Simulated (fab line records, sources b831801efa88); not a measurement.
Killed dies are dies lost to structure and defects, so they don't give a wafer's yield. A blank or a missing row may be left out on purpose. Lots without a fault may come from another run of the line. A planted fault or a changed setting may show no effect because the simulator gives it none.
Problem report in the 8D (eight disciplines) form, filled by code | flow sfq_line | the parts of the form that need people (team, actions taken, sign-off) are left out

1. THE PROBLEM
time_to_endpoint_s at SFQ_TRILAYER_I0_CMP_CMP_028 reads a mean of 282 s on 2 wafers of 2 lots; wafers without a fault read 217 s with a standard deviation of 7.9. That is +8.2 standard deviations from the usual mean.
The step: polishes SiO2.
First seen on wafer L626.1, day 17 06:14, on cmp-01. The record holds 40 wafers of 14 lots with a number at this step. Rule for "out", or "out of limits": more than 4 standard deviations from the usual mean. The other wafers with a number count as sound.

2. WHAT IT IS AND WHAT IT IS NOT
question                    | is                 | is not
which readings at this step | time_to_endpoint_s | motor_current_A, slurry_filter_dp_kPa
which lots                  | L626, L627         | L614, L615, L616, L617, L618, L619, L620, L632, L634, L635, L636, L637
which wafers of those lots  | L626.1, L627.1     | L626.2, L627.3
read on which tools         | cmp-01             | cmp-02
when                        | from day 17 06:14  | up to then (21 sound wafers); but 17 sound wafers of L626, L627, L632, L634, L635, L636, L637 came after

3. SUSPECTS, AND WHAT RULES EACH OUT
Counting: a tool at a process step up to the reading stays a suspect if it ran every lot that is out. Sound lots after the first of them don't rule it out here, since some wafers of a struck lot are sound.
- cmp-01 at SFQ_TRILAYER_I0_CMP_CMP_028 (polishes SiO2): kept. It ran every lot that is out, first L626 (day 17 06:14); its last sound lot up to then is L620 (day 14 15:53). Its own readings are out on those wafers: time_to_endpoint_s.
- Within cmp-01 at SFQ_TRILAYER_I0_CMP_CMP_028: the wafers that are out ran in chambers 0, 3; their sound lot-mates ran in chambers 1, 2.
Left after counting: cmp-01 at SFQ_TRILAYER_I0_CMP_CMP_028.

4. THE CAUSE (what the simulator had put in)
Process parameter drift: cmp-01, from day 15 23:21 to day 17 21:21, at SFQ_TRILAYER_I0_CMP_CMP_028. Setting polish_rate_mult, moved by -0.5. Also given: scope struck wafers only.
Counting left only this tool.

5. THE CHAIN OF EFFECTS, in route order
Each row: a reading whose mean over the struck wafers that have a number lies more than 3 standard deviations from the usual. Only readings for which the record gives a usual standard deviation are gone through. hours: the time from each lot's start at the first step in this table that gives one to its start at this step, as a median over the lots. sigmas: the change in usual standard deviations.
hours | step                                  | reading            | usual      | on struck wafers | change | sigmas
0     | SFQ_TRILAYER_I0_CMP_CMP_028           | time_to_endpoint_s | 217 s      | 282              | +64    | +8.2
2     | SFQ_TRILAYER_I0_METRO_MEASURE_029     | thk_nm             | 200.1 nm   | 306.4            | +106.3 | +82
163   | SFQ_TRILAYER_I0_VIA_ETCH_VIA_ETCH_034 | oes_product_au     | 0.855 a.u. | 0.983            | +0.128 | +23
The process steps in it:
- SFQ_TRILAYER_I0_CMP_CMP_028: polishes SiO2.
- SFQ_TRILAYER_I0_METRO_MEASURE_029
- SFQ_TRILAYER_I0_VIA_ETCH_VIA_ETCH_034: etches SiO2 in CHF3, stops on Nb, target depth 260 nm.
Later measuring or inspecting steps at which every struck wafer that the step has a row for has a number for every such reading, and none has moved that far: SFQ_M5_OVL_MEAS_932.

6. WHAT WOULD HAVE CAUGHT IT SOONER
In this record the first reading out of limits was taken at day 17 06:14, 31 hours after the fault began at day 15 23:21.
